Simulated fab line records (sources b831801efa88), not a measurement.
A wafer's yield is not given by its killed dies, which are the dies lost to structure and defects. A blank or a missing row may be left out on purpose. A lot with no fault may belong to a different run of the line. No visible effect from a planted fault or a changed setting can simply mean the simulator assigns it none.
fab line records	flow sky130
record lots=11	wafers=33	last-day=50
route steps=708 shown CAP2M@617 VIA4@645 METAL5@663 PAD_OPEN@708
lots that met no fault: taken from a fault-free run of the same line
start-h: hours from the record's first day to the start of the lot's first wafer shown	wait-h: hours elapsed since this lot's preceding step	" same as the row above	L1.1+2: a row that stands for several wafers	- either no value or no given start	* or withheld: withheld	< > ~ a bound
route shown NAME@n: NAME is a module with steps in the file, n the number in the route of the first one	usual: mean/standard deviation taken from wafers without a fault	same: alike in all rows	chamber/n: place in a boat	sites: per-site readings	_std_site: their standard deviation	_edge_site: outer sites' mean less inner sites'	radius-mm: for every site, how far away it sits from the centre of the wafer	mask NAME#n: copy n	behind: the last tool/chamber to shape the wafer	hold: reason for holding the lot/hours on hold/outcome of the hold	device: whichever transistor did not switch (one of n, p or np)	end of line: tests of these same wafers at the route's end	where a step has no rows: the recipe by itself	killed: dies that structure and defects cost at the first sort, which is not the same as the wafer's yield	map: shows each die of a wafer: x if killed, . if not, _ if none is there
set.NAME: the setting the step ran with; set.NAME@STEP: the setting that earlier step ran with	model.NAME: the simulator's own value behind a step, which no gauge read
one table for each step of the route and one row for each wafer, over a sample of lots
services: from which hour (start-h, from the record's first day; less than 0 if before it) a tool's chamber was out of use, for how many hours, and why
## steps
# step SKY_CAP2M_STRIP_14
# recipe chemistry=O2/N2	power-w=1400	pressure-mtorr=1500	platen-temp-c=withheld	o2-flow-sccm=3000	n2-flow-sccm=300	overash-fraction=0.5
# usual drypump-motor-current-A=5.19/0.17	o2-flow-sccm=2999/9	oes-product-au=0.710/0.0043	strip-time-to-endpoint-s=12.66/0.049
lot.wafer	tool	chamber	start-h	wait-h	drypump-motor-current-A	o2-flow-sccm	oes-product-au	rf-hours-counter-h	strip-time-to-endpoint-s
L700.1	plasma-asher-04	1	963.38	0.1	5.20	2992	0.713	22	12.66
L700.3	"	0	"	"	4.93	2998	0.704	-	12.64
L700.6	"	1	"	"	5.18	2990	0.704	-	12.65
L701.2	plasma-asher-02	1	966.42	0.1	5.40	3011	0.707	113	12.61
L701.3	"	0	"	"	5.06	2993	0.706	-	12.66
L701.4	"	1	"	"	5.40	3015	0.709	-	12.57
L702.1	plasma-asher-03	0	977.93	0.1	5.39	3015	0.704	52	12.57
L702.3	"	1	"	"	5.20	2994	0.711	-	12.58
L702.5	"	1	"	"	5.18	3005	0.715	-	12.60
L704.2	plasma-asher-04	0	989.98	0.1	4.94	2982	0.714	25	12.71
L704.5	"	0	"	"	4.93	2996	0.709	-	12.74
L704.6	"	1	"	"	5.21	2986	0.720	-	12.67
L706.2	plasma-asher-04	1	1009.07	0.1	5.19	3002	0.708	27	12.72
L706.4	"	1	"	"	5.17	2998	0.716	-	12.68
L706.6	"	1	"	"	5.17	3003	0.706	-	12.67
L708.2	plasma-asher-02	0	1022.63	0.1	5.10	3009	0.711	118	12.72
L708.4	"	1	"	"	5.44	3009	0.709	-	12.75
L708.6	"	0	"	"	5.09	3005	0.702	-	12.71
L711.1	plasma-asher-02	1	1041.62	0.1	5.39	3005	0.711	120	12.68
L711.5	"	0	"	"	5.08	2980	0.713	-	12.63
L711.6	"	1	"	"	5.40	2990	0.712	-	12.72
L712.1	plasma-asher-02	0	1050.23	0.1	5.07	2996	0.711	121	12.76
L712.4	"	0	"	"	5.07	2990	0.707	-	12.74
L712.5	"	1	"	"	5.42	3002	0.706	-	12.78
L717.1	plasma-asher-04	1	1075.57	0.1	5.17	2999	0.711	34	12.62
L717.4	"	0	"	"	4.91	3002	0.706	-	12.59
L717.5	"	1	"	"	5.17	2996	0.710	-	12.60
L718.3	plasma-asher-02	0	1088.38	0.1	5.08	2986	0.715	-	12.63
L718.4	"	1	"	"	5.42	3003	0.713	-	12.63
L718.6	"	0	"	"	5.10	3003	0.708	-	12.59
L719.2	plasma-asher-04	0	1093.07	0.1	4.91	2986	0.707	35	12.60
L719.4	"	1	"	"	5.22	3001	0.708	-	12.61
L719.6	"	1	"	"	5.19	3006	0.705	-	12.64
# step SKY_VIA4_COAT_06
# recipe resist=NOVOLAK	spin-rpm=3000	resist-thk-nm=1140
# usual exhaust-pa=45.0/0.68
lot.wafer	tool	chamber	start-h	wait-h	exhaust-pa
L700.1	litho-track-04	0	1002.37	0.1	45.6
L700.3	"	0	"	"	44.8
L700.6	"	0	"	"	45.3
L701.2	litho-track-03	0	1005.09	0.1	44.3
L701.3	"	0	"	"	44.9
L701.4	"	0	"	"	44.5
L702.1	litho-track-03	0	1014.66	0.1	45.3
L702.3	"	0	"	"	45.2
L702.5	"	0	"	"	44.0
L704.2	litho-track-03	0	1026.39	0.1	46.3
L704.5	"	0	"	"	45.6
L704.6	"	0	"	"	44.3
L706.2	litho-track-04	0	1044.34	0.1	44.5
L706.4	"	0	"	"	44.8
L706.6	"	0	"	"	44.2
L708.2	litho-track-04	0	1058.44	0.1	45.2
L708.4	"	0	"	"	45.7
L708.6	"	0	"	"	44.8
L711.1	litho-track-04	0	1084.72	0.1	45.5
L711.5	"	0	"	"	45.2
L711.6	"	0	"	"	44.9
L712.1	litho-track-03	0	1085.31	0.1	45.6
L712.4	"	0	"	"	45.1
L712.5	"	0	"	"	45.3
L717.1	litho-track-03	0	1109.81	0.1	44.4
L717.4	"	0	"	"	45.1
L717.5	"	0	"	"	44.0
L718.3	litho-track-03	0	1119.26	0.1	43.8
L718.4	"	0	"	"	45.2
L718.6	"	0	"	"	43.8
L719.2	litho-track-04	0	1125.14	0.1	45.8
L719.4	"	0	"	"	44.9
L719.6	"	0	"	"	45.1
# step SKY_VIA4_STRIP_13
# recipe chemistry=O2/N2	power-w=1400	pressure-mtorr=1500	platen-temp-c=withheld	o2-flow-sccm=3000	n2-flow-sccm=300	overash-fraction=0.5
# usual drypump-motor-current-A=5.3/0.31	o2-flow-sccm=3002/8.5	oes-product-au=0.709/0.0043	strip-time-to-endpoint-s=12.80/0.032
lot.wafer	tool	chamber	start-h	wait-h	drypump-motor-current-A	o2-flow-sccm	oes-product-au	rf-hours-counter-h	strip-time-to-endpoint-s
L700.1	plasma-asher-01	1	1014.47	-	4.7	3006	0.710	88	12.82
L700.3	"	1	"	"	4.7	3015	0.712	-	12.78
L700.6	"	0	"	"	5.9	2996	0.710	-	12.84
L701.2	plasma-asher-03	1	1016.47	-	5.2	2998	0.708	56	12.76
L701.3	"	0	"	"	5.4	3005	0.700	-	12.80
L701.4	"	1	"	"	5.2	3003	0.713	-	12.81
L702.1	plasma-asher-02	1	1025.82	-	5.4	2995	0.711	119	12.83
L702.3	"	0	"	"	5.0	3005	0.710	-	12.78
L702.5	"	0	"	"	5.1	3004	0.712	-	12.82
L704.2	plasma-asher-03	0	1038.26	-	5.4	3003	0.718	58	12.76
L704.5	"	0	"	"	5.4	3003	0.709	-	12.82
L704.6	"	1	"	"	5.2	3002	0.706	-	12.82
L706.2	plasma-asher-01	0	1055.82	-	5.9	2998	0.710	92	12.77
L706.4	"	1	"	"	4.7	2997	0.709	-	12.78
L706.6	"	0	"	"	5.9	2999	0.709	-	12.75
L708.2	plasma-asher-01	0	1068.72	-	5.9	3020	0.712	93	12.75
L708.4	"	1	"	"	4.6	2996	0.705	-	12.81
L708.6	"	1	"	"	4.6	2991	0.706	-	12.79
L711.1	plasma-asher-03	0	1095.08	-	5.4	2994	0.706	64	12.83
L711.5	"	1	"	"	5.2	3001	0.707	-	12.78
L711.6	"	0	"	"	5.4	3000	0.708	-	12.81
L712.1	plasma-asher-02	1	1095.17	-	5.4	2999	0.703	3	12.79
L712.4	"	1	"	"	5.4	3007	0.712	-	12.81
L712.5	"	0	"	"	5.1	2992	0.706	-	12.78
L717.1	plasma-asher-03	0	1119.42	-	5.4	3004	0.706	66	12.81
L717.4	"	0	"	"	5.4	3003	0.718	-	12.75
L717.5	"	1	"	"	5.2	3010	0.708	-	11.59
L718.3	plasma-asher-03	1	1130.05	-	5.2	2992	0.706	-	11.55
L718.4	"	0	"	"	5.4	3000	0.712	-	12.76
L718.6	"	1	"	"	5.2	2992	0.701	-	12.81
L719.2	plasma-asher-03	1	1135.37	-	5.2	3014	0.712	67	12.80
L719.4	"	1	"	"	5.2	3011	0.710	-	12.81
L719.6	"	0	"	"	5.4	2993	0.716	-	12.83
# step SKY_VIA4_SPUTTER_17
# recipe material=TiN	target-thk-nm=20	chamber-pressure-pa=5	power-w=4000	time-s=80
# usual cathode-dc-power-W=4000.0/0.74	throttle-valve-pct=29.6/1
lot.wafer	tool	chamber	start-h	wait-h	cathode-dc-power-W	throttle-valve-pct
L700.1	pvd-sputter-02	-	1015.06	0.0	3999.4	27.3
L700.3	"	-	"	"	3999.3	30.1
L700.6	"	-	"	"	3999.4	27.1
L701.2	pvd-sputter-04	-	1017.06	0.0	4000.1	30.6
L701.3	"	-	"	"	4000.8	29.2
L701.4	"	-	"	"	3999.2	28.7
L702.1	pvd-sputter-04	-	1026.41	0.0	4001.4	30.6
L702.3	"	-	"	"	3999.9	29.3
L702.5	"	-	"	"	4000.4	29.3
L704.2	pvd-sputter-03	-	1038.85	0.0	4001.1	30.3
L704.5	"	-	"	"	4000.5	30.9
L704.6	"	-	"	"	3999.8	30.4
L706.2	pvd-sputter-04	-	1056.47	0.0	4000.1	29.4
L706.4	"	-	"	"	3999.9	30.6
L706.6	"	-	"	"	4000.1	28.7
L708.2	pvd-sputter-03	-	1069.34	0.0	4000.1	30.5
L708.4	"	-	"	"	3999.6	30.0
L708.6	"	-	"	"	4000.8	30.4
L711.1	pvd-sputter-03	-	1095.73	0.0	4000.1	30.8
L711.5	"	-	"	"	4000.6	30.3
L711.6	"	-	"	"	4000.4	30.4
L712.1	pvd-sputter-02	-	1095.81	0.0	4000.5	27.1
L712.4	"	-	"	"	3998.4	28.2
L712.5	"	-	"	"	4001.9	29.8
L717.1	pvd-sputter-03	-	1120.01	0.0	4000.2	30.8
L717.4	"	-	"	"	4000.2	29.8
L717.5	"	-	"	"	3999.6	30.7
L718.3	pvd-sputter-02	-	1130.67	0.0	4000.1	26.9
L718.4	"	-	"	"	4000.2	30.1
L718.6	"	-	"	"	4000.1	28.2
L719.2	pvd-sputter-04	-	1136.89	0.0	3999.1	30.5
L719.4	"	-	"	"	4000.6	28.9
L719.6	"	-	"	"	4000.3	30.8
# step SKY_METAL5_SPUTTER_02
# recipe material=AlCu	target-thk-nm=1150	power-w=10600	time-s=61.2	chamber-pressure-pa=0.4
# usual cathode-dc-power-W=10600/2.1	throttle-valve-pct=29.5/1.1
lot.wafer	tool	chamber	start-h	wait-h	cathode-dc-power-W	throttle-valve-pct
L700.1	pvd-sputter-04	-	1015.88	0.0	10602	30.6
L700.3	"	-	"	"	10600	29.1
L700.6	"	-	"	"	10602	30.8
L701.2	pvd-sputter-02	-	1017.80	0.0	10597	27.3
L701.3	"	-	"	"	10600	30.0
L701.4	"	-	"	"	10600	27.0
L702.1	pvd-sputter-04	-	1027.15	0.0	10601	29.4
L702.3	"	-	"	"	10601	30.5
L702.5	"	-	"	"	10602	30.8
L704.2	pvd-sputter-02	-	1039.74	0.0	10604	30.4
L704.5	"	-	"	"	10599	30.5
L704.6	"	-	"	"	10601	30.3
L706.2	pvd-sputter-02	-	1057.22	0.0	10600	30.4
L706.4	"	-	"	"	10601	29.9
L706.6	"	-	"	"	10602	30.0
L708.2	pvd-sputter-01	-	1070.08	0.0	10602	30.9
L708.4	"	-	"	"	10602	30.1
L708.6	"	-	"	"	10600	30.1
L711.1	pvd-sputter-01	-	1097.46	0.0	10600	31.1
L711.5	"	-	"	"	10602	29.8
L711.6	"	-	"	"	10598	31.0
L712.1	pvd-sputter-02	-	1097.63	0.0	10598	30.3
L712.4	"	-	"	"	10599	27.3
L712.5	"	-	"	"	10596	28.4
L717.1	pvd-sputter-02	-	1120.75	0.0	10601	28.2
L717.4	"	-	"	"	10599	30.0
L717.5	"	-	"	"	10599	28.3
L718.3	pvd-sputter-02	-	1131.56	0.0	10601	29.9
L718.4	"	-	"	"	10602	30.1
L718.6	"	-	"	"	10600	27.2
L719.2	pvd-sputter-02	-	1137.69	0.0	10598	30.0
L719.4	"	-	"	"	10601	26.9
L719.6	"	-	"	"	10603	30.4
# step SKY_PAD_OPEN_PROBE_99
# usual defect-limited-yield=82.3/1.8	killed_at_M0_to_M3=43/6	killed_at_M4_up=3.2/1.9	killed-at-contacts=25/5.4	killed-at-front-end=15/4.5	killed-at-other=0.3/0.59	killed-dies=87/8.7	killed-open=47/6.7	killed-short=39/5.7	sort_bin_3_pad_short=0.9/0.43	sort_bin_5_function=10.4/1.4	sort_bin_6_memory=6.4/1.2	sort-n-pass=405/8.7	sort-yield-pct=82.3/1.8
# same gross-dies=492	killed-at-back-side=0	sort_bin_4_leakage[%]=0	sort_bin_8_speed[%]=0
lot.wafer	tool	chamber	start-h	wait-h	defect-limited-yield[%]	killed_at_M0_to_M3	killed_at_M4_up	killed-at-contacts	killed-at-front-end	killed-at-other	killed-dies	killed-open	killed-short	sort_bin_3_pad_short[%]	sort_bin_5_function[%]	sort_bin_6_memory[%]	sort-n-pass	sort-yield-pct[%]
L706.2	prober-01	-	1120.69	0.1	85.4	44	3	11	14	0	72	42	30	0.8	9.1	4.7	420	85.4
L706.4	prober-01	-	1120.79	0.2	82.7	38	2	24	20	1	85	48	37	0.4	9.1	7.7	407	82.7
L706.6	prober-01	-	1120.89	0.2	82.3	51	7	18	11	0	87	42	45	0.6	8.5	8.5	405	82.3
L711.1	prober-02	-	1159.99	0.1	83.3	51	1	16	14	0	82	50	31	0.4	11.2	5.1	410	83.3
L711.5	prober-02	-	1160.19	0.2	84.3	42	3	20	12	0	77	45	32	0.8	9.6	5.3	415	84.3
L711.6	prober-02	-	1160.24	0.2	83.1	46	2	17	18	0	83	41	42	0.8	9.1	6.9	409	83.1
L717.1	prober-02	-	1179.03	0.1	84.6	39	2	28	7	0	76	41	35	0.6	8.5	6.3	416	84.6
L717.4	prober-02	-	1179.18	0.2	77.6	53	6	35	16	0	110	52	58	1.6	12.6	8.1	382	77.6
L717.5	prober-02	-	1179.23	0.2	83.9	41	1	22	15	0	79	42	37	0.4	10.2	5.5	413	83.9
# killed by level:class
L706.2 VIA1:geometric-particle:open=11 POLY_GATE:geometric-particle:open=6 VIA2:geometric-particle:open=6 VIA1:geometric-particle:short=5 CONTACT:geometric-particle:open=4 METAL1:geometric-particle:short=4 POLY_GATE:geometric-particle:short=3 LI_CONTACT:geometric-particle:open=3
L706.4 POLY_GATE:geometric-particle:open=8 CONTACT:geometric-particle:open=7 VIA1:geometric-particle:open=7 LI_CONTACT:geometric-particle:open=6 VIA1:geometric-particle:short=6 METAL2:geometric-particle:short=5 VIA3:geometric-particle:open=5 FIELD_ISO:geometric-particle:short=4
L706.6 VIA1:geometric-particle:open=12 POLY_GATE:geometric-particle:short=8 CONTACT:geometric-particle:open=8 METAL2:geometric-particle:short=7 METAL1:geometric-particle:short=7 VIA3:geometric-particle:open=7 VIA3:geometric-particle:short=6 LI_CONTACT:geometric-particle:open=4
L711.1 VIA1:geometric-particle:open=11 VIA2:geometric-particle:open=10 METAL2:geometric-particle:short=7 VIA3:geometric-particle:open=7 LI_CONTACT:geometric-particle:open=6 CONTACT:geometric-particle:open=6 FIELD_ISO:geometric-particle:open=5 FIELD_ISO:geometric-particle:short=5
L711.5 VIA3:geometric-particle:open=7 VIA2:geometric-particle:open=7 VIA1:geometric-particle:open=7 LI_CONTACT:geometric-particle:open=6 CONTACT:geometric-particle:open=6 CONTACT:geometric-particle:short=5 VIA2:geometric-particle:short=5 POLY_GATE:geometric-particle:open=4
L711.6 METAL2:geometric-particle:short=10 VIA3:geometric-particle:open=7 METAL1:geometric-particle:short=7 VIA1:geometric-particle:open=7 LI_CONTACT:geometric-particle:open=5 VIA2:geometric-particle:open=5 POLY_GATE:geometric-particle:short=4 CONTACT:geometric-particle:short=4
L717.1 LI_CONTACT:geometric-particle:open=12 CONTACT:geometric-particle:short=6 CONTACT:geometric-particle:open=5 METAL2:geometric-particle:short=5 VIA2:geometric-particle:open=5 VIA3:geometric-particle:open=5 METAL1:geometric-particle:open=4 METAL1:geometric-particle:short=4
L717.4 VIA3:geometric-particle:open=11 LI_CONTACT:geometric-particle:open=10 VIA2:geometric-particle:open=9 CONTACT:geometric-particle:short=8 METAL2:geometric-particle:short=8 CONTACT:geometric-particle:open=7 METAL1:geometric-particle:short=7 VIA1:geometric-particle:open=6
L717.5 VIA1:geometric-particle:open=12 LI_CONTACT:geometric-particle:open=8 METAL2:geometric-particle:short=6 CONTACT:geometric-particle:open=5 FIELD_ISO:geometric-particle:short=4 CONTACT:geometric-particle:short=4 VIA2:geometric-particle:short=4 VIA2:geometric-particle:open=4
## services
tool	chamber	start-h	hours	kind
pvd-sputter-03	-	965.07	5.4	repair
pvd-sputter-01	-	967.40	4.0	repair
litho-track-04	-	1013.96	-	consumable-replace:filter
pvd-sputter-01	-	1019.09	2.4	repair
plasma-asher-02	-	1055.30	9.0	pm
plasma-asher-02	0	1055.30	9.0	vent-cycle
plasma-asher-02	1	1055.30	9.0	vent-cycle
plasma-asher-02	0	1064.30	-	clean
plasma-asher-02	1	1064.30	-	clean
plasma-asher-03	-	1124.44	2.9	repair
pvd-sputter-03	-	1130.40	0.9	repair
## key
first-sign step=SKY_VIA4_STRIP_13	reading=strip-time-to-endpoint-s	direction=down	sigmas=39	usual=*	struck=*
effect none on later readings
met-at SKY_VIA4_COAT_06
struck-lots L717,L718
struck-wafers L717.5,L718.3
not-acting-at SKY_CAP2M_STRIP_14,SKY_VIA4_SPUTTER_17,SKY_METAL5_SPUTTER_02
onset-between 1085.31 1109.81
fault kind=process-parameter-drift	tool=litho-track-03	chamber=-	onset-h=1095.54	steps=SKY_VIA4_COAT_06	channel=resist-thk-nm	offset=-106.07	shape=step	end-h=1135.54	scope=struck-wafers-only	acts-in=these-recipes-only	stated=1140
